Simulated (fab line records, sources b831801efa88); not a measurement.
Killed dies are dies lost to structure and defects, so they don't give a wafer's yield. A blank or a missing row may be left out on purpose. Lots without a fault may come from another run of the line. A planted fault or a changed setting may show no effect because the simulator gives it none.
Which tool did it? | flow sky130 | 15 lots, 45 wafers sampled, at 4 steps of a route of 708

WHAT THE GAUGES READ, wafer by wafer
SKY_NWELL_RS_MEAS_31: measures by four-point-probe. Usual: PWDE_RS 5286 ohm/sq, standard deviation 19.
lot  | measured     | on            | PWDE_RS (ohm/sq) | flag
L955 | day 6 03:52  | film_metro-02 | 5286 5312 5289   |
L956 | day 6 06:04  | film_metro-01 | 5313 5294 5292   |
L957 | day 6 10:23  | film_metro-01 | 5285 5290 5301   |
L958 | day 6 15:58  | film_metro-02 | 5246 5267 5267   |
L959 | day 6 21:35  | film_metro-03 | 5265 5272 5295   |
L960 | day 7 03:15  | film_metro-01 | 5326 5311 5311   |
L961 | day 7 09:56  | film_metro-01 | 5290 5288 5287   |
L962 | day 7 15:31  | film_metro-03 | 5278 5287 5285   |
L970 | day 9 17:29  | film_metro-03 | 5295 5302 5281   |
L969 | day 9 19:04  | film_metro-01 | 5303 5293 5311   |
L971 | day 10 00:46 | film_metro-03 | 5276 5282 5273   |
L972 | day 10 05:18 | film_metro-01 | 5289 5292 5314   |
L973 | day 10 13:04 | film_metro-02 | 5251 5252 5249   |
L975 | day 10 19:35 | film_metro-02 | 5299 5283 5303   |
L976 | day 11 04:14 | film_metro-03 | 5282 5276 5294   |

SKY_SONOS_TUNNEL_OVL_MEAS_08. Usual: SONOS_TUNNEL_OVL 0.1 nm, standard deviation 1.4.
lot  | measured     | on         | SONOS_TUNNEL_OVL (nm) | flag
L955 | day 12 09:08 | overlay-02 | 0.6 2.0 1.6           |
L956 | day 12 14:21 | overlay-02 | 0.6 0.8 2.1           |
L957 | day 12 17:36 | overlay-01 | 1.3 0.7 0.7           |
L958 | day 13 02:47 | overlay-02 | 0.3 -0.9 -0.6         |
L959 | day 13 08:27 | overlay-01 | -2.6 -0.4 -1.7        |
L960 | day 13 18:18 | overlay-02 | 0.7 0.9 0.2           |
L961 | day 14 04:17 | overlay-01 | -1.2 -2.3 -0.9        |
L962 | day 14 10:19 | overlay-02 | 0.3 -0.5 0.1          |
L970 | day 17 03:53 | overlay-01 | -0.2 -0.8 1.0         |
L969 | day 17 04:00 | overlay-02 | -0.9 0.2 0.3          |
L971 | day 17 11:47 | overlay-02 | -0.9 -0.3 1.1         |
L972 | day 17 17:14 | overlay-02 | 1.0 0.7 -0.2          |
L973 | day 18 04:08 | overlay-02 | 1.9 0.8 1.6           |
L975 | day 18 10:48 | overlay-01 | 0.7 1.5 0.1           |
L976 | day 18 23:11 | overlay-02 | 0.7 2.8 1.0           |

SKY_POLY_GATE_CD_MEAS_13: target cd 150 nm. Usual: cd_nm 149.7 nm, standard deviation 1.5.
lot  | measured     | on        | cd_nm (nm)        | flag
L955 | day 17 12:07 | cd_sem-02 | 148.2 147.9 146.7 |
L956 | day 17 17:19 | cd_sem-02 | 150.8 148.5 150.3 |
L957 | day 18 00:55 | cd_sem-02 | 149.9 149.0 148.9 |
L958 | day 18 09:10 | cd_sem-02 | 148.0 149.5 150.1 |
L959 | day 18 16:25 | cd_sem-02 | 148.9 147.5 148.1 |
L960 | day 18 23:25 | cd_sem-02 | 152.3 150.2 150.8 |
L961 | day 19 16:11 | cd_sem-02 | 151.6 151.9 150.5 |
L962 | day 20 03:16 | cd_sem-02 | 145.5 147.9 146.8 |
L970 | day 22 17:16 | cd_sem-02 | 150.4 149.7 149.8 |
L969 | day 22 19:58 | cd_sem-02 | 150.8 150.6 151.9 |
L971 | day 23 02:08 | cd_sem-02 | 150.3 148.5 148.0 |
L972 | day 23 11:23 | cd_sem-02 | 147.2 147.8 147.1 |
L973 | day 23 18:58 | cd_sem-01 | 152.2 151.4 152.8 |
L975 | day 24 01:01 | cd_sem-01 | 150.9 149.9 150.3 |
L976 | day 24 17:47 | cd_sem-01 | 150.5 149.6 149.6 |

WHICH TOOL RAN EACH LOT (tool, then ch and the chambers of the sampled wafers, then the start)
lot  | SKY_VT_ADJUST_LVTN_DEVELOP_06
L955 | litho_track-03 ch 0, day 7 18:00
L956 | litho_track-02 ch 0, day 7 21:00
L957 | litho_track-03 ch 0, day 8 00:00
L958 | litho_track-04 ch 0, day 8 08:00
L959 | litho_track-02 ch 0, day 8 13:00
L960 | litho_track-02 ch 0, day 8 20:00
L961 | litho_track-04 ch 0, day 9 03:00
L962 | litho_track-04 ch 0, day 9 09:00
L970 | litho_track-04, day 11 15:00
L969 | litho_track-02, day 11 16:00
L971 | litho_track-03, day 11 22:00
L972 | litho_track-02 ch 0, day 12 03:00
L973 | litho_track-04 ch 0, day 12 12:00
L975 | litho_track-03 ch 0, day 12 18:00
L976 | litho_track-02 ch 0, day 13 03:00
- SKY_VT_ADJUST_LVTN_DEVELOP_06: develop time 60 s.

WHAT THE TOOLS THEMSELVES READ (means of the sampled wafers that have a number; where no wafer has one, the mark that the record gives instead)
SKY_VT_ADJUST_LVTN_DEVELOP_06. Usual: chill_plate_temp_C 22.98 C, standard deviation 0.11.
lot  | tool           | chill_plate_temp_C (C) | flag
L955 | litho_track-03 | 23.05                  |
L956 | litho_track-02 | 23.00                  |
L957 | litho_track-03 | 23.00                  |
L958 | litho_track-04 | 23.05                  |
L959 | litho_track-02 | 23.07                  |
L960 | litho_track-02 | 22.92                  |
L961 | litho_track-04 | 22.93                  |
L962 | litho_track-04 | 23.08                  |
L970 | litho_track-04 | -                      | OFF
L969 | litho_track-02 | -                      | OFF
L971 | litho_track-03 | -                      | OFF
L972 | litho_track-02 | 22.94                  |
L973 | litho_track-04 | 22.85                  |
L975 | litho_track-03 | 22.95                  |
L976 | litho_track-02 | 23.04                  |

THE ANSWER, worked out from the rows above alone
Rule: a lot is off if the mean of its wafers that have a number lies more than 3 standard deviations from the usual mean. A lot without any number at a reading at which 4 lots or more have one is off too. The other lots that the step has rows for count as sound. The gauges are gone through in route order, then the tools' own readings, and for those a lot's mean is taken as printed above. The first step at which some lot is off is used, and at that step the reading that is off furthest; a lot without a number counts as furthest.
Off: L970, L969, L971, at SKY_VT_ADJUST_LVTN_DEVELOP_06 (chill_plate_temp_C). Without a number there: L970, L969, L971.
A tool fits if, at that step or a process step before it, it ran every lot that is off, and no sound lot after the first of them. None of those tried fits.

WHAT THE SIMULATOR HAD PUT IN
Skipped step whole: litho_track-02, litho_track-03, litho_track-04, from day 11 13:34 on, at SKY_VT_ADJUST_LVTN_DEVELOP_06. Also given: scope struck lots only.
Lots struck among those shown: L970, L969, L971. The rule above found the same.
